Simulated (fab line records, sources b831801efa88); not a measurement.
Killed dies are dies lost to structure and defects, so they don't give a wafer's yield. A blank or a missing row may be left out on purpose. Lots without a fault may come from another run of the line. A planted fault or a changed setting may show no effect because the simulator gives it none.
Which tool did it? | flow gf180mcu | 12 lots, 36 wafers sampled, at 3 steps of a route of 602

WHAT THE GAUGES READ, wafer by wafer
GF_POLY_GATE_CD_MEAS_10: target cd 280 nm. Usual: cd_nm 280.0 nm, standard deviation 1.5.
lot  | measured     | on        | cd_nm (nm)                          | flag
L706 | day 9 11:54  | cd_sem-01 | 279.1 279.6 278.8                   |
L707 | day 9 17:47  | cd_sem-01 | 282.0 281.8 281.5                   |
L710 | day 10 17:41 | cd_sem-01 | 277.5 279.0 277.9                   |
L711 | day 10 20:04 | cd_sem-01 | 279.3 279.3 279.8                   |
L712 | day 11 11:13 | cd_sem-01 | 279.4 280.0 280.5                   |
L713 | day 11 14:43 | cd_sem-01 | 276.9 277.0 277.4                   |
L715 | day 12 05:53 | cd_sem-01 | 280.4 280.6 280.4                   |
L717 | day 12 21:31 | cd_sem-02 | 323.8 323.2 322.8 323.7 323.1 322.9 | OFF
L718 | day 13 08:11 | cd_sem-02 | 279.7 281.6 281.6                   |
L726 | day 15 14:11 | cd_sem-02 | 279.0 280.4 280.1                   |
L727 | day 15 18:58 | cd_sem-01 | 280.5 280.2 280.4                   |
L728 | day 16 05:22 | cd_sem-01 | 278.0 279.0 277.8                   |

GF_CONTACT_BOW_MEAS_05. Usual: CONTACT_BOW 66 um, standard deviation 6.8.
lot  | measured     | on            | CONTACT_BOW (um) | flag
L706 | day 15 18:22 | film_metro-02 | 72 63 56         |
L707 | day 15 21:52 | film_metro-04 | 78 68 79         |
L710 | day 17 03:27 | film_metro-01 | 65 51 54         |
L711 | day 17 08:50 | film_metro-04 | 59 65 53         |
L712 | day 17 23:32 | film_metro-01 | 76 76 67         |
L713 | day 18 03:23 | film_metro-01 | 53 72 62         |
L715 | day 18 20:18 | film_metro-02 | 59 59 64         |
L717 | day 19 17:14 | film_metro-01 | 68 67 71         |
L718 | day 20 04:18 | film_metro-01 | 65 69 66         |
L726 | day 22 16:18 | film_metro-02 | 52 71 62         |
L727 | day 23 04:41 | film_metro-01 | 76 64 65         |
L728 | day 23 11:43 | film_metro-04 | 65 66 63         |

WHICH TOOL RAN EACH LOT (tool, then ch and the chambers of the sampled wafers, then the start)
lot  | GF_POLY_GATE_EXPOSE_07
L706 | krf_scanner-02 ch 0, day 9 03:29
L707 | krf_scanner-02 ch 0, day 9 09:05
L710 | krf_scanner-02 ch 0, day 10 08:04
L711 | krf_scanner-01 ch 0, day 10 11:17
L712 | krf_scanner-02 ch 0, day 11 01:44
L713 | krf_scanner-01 ch 0, day 11 04:47
L715 | krf_scanner-01 ch 0, day 11 19:56
L717 | krf_scanner-02 ch 0, day 12 11:43
L718 | krf_scanner-01 ch 0, day 12 21:58
L726 | krf_scanner-02 ch 0, day 15 03:38
L727 | krf_scanner-02 ch 0, day 15 08:35
L728 | krf_scanner-02 ch 0, day 15 18:38
- GF_POLY_GATE_EXPOSE_07: exposes mask Poly2, target cd 280 nm.

WHAT THE TOOLS THEMSELVES READ (means of the sampled wafers that have a number; where no wafer has one, the mark that the record gives instead)
The record holds no such reading with a usual standard deviation.

THE ANSWER, worked out from the rows above alone
Rule: a lot is off if the mean of its wafers that have a number lies more than 3 standard deviations from the usual mean. A lot without any number at a reading at which 4 lots or more have one is off too. The other lots that the step has rows for count as sound. The gauges are gone through in route order, then the tools' own readings, and for those a lot's mean is taken as printed above. The first step at which some lot is off is used, and at that step the reading that is off furthest; a lot without a number counts as furthest.
Off: L717, at GF_POLY_GATE_CD_MEAS_10 (cd_nm).
A tool fits if, at a process step before that reading, it ran every lot that is off, and no sound lot after the first of them. The gauges at GF_POLY_GATE_CD_MEAS_10 are tried like those tools. None of those tried fits.

WHAT THE SIMULATOR HAD PUT IN
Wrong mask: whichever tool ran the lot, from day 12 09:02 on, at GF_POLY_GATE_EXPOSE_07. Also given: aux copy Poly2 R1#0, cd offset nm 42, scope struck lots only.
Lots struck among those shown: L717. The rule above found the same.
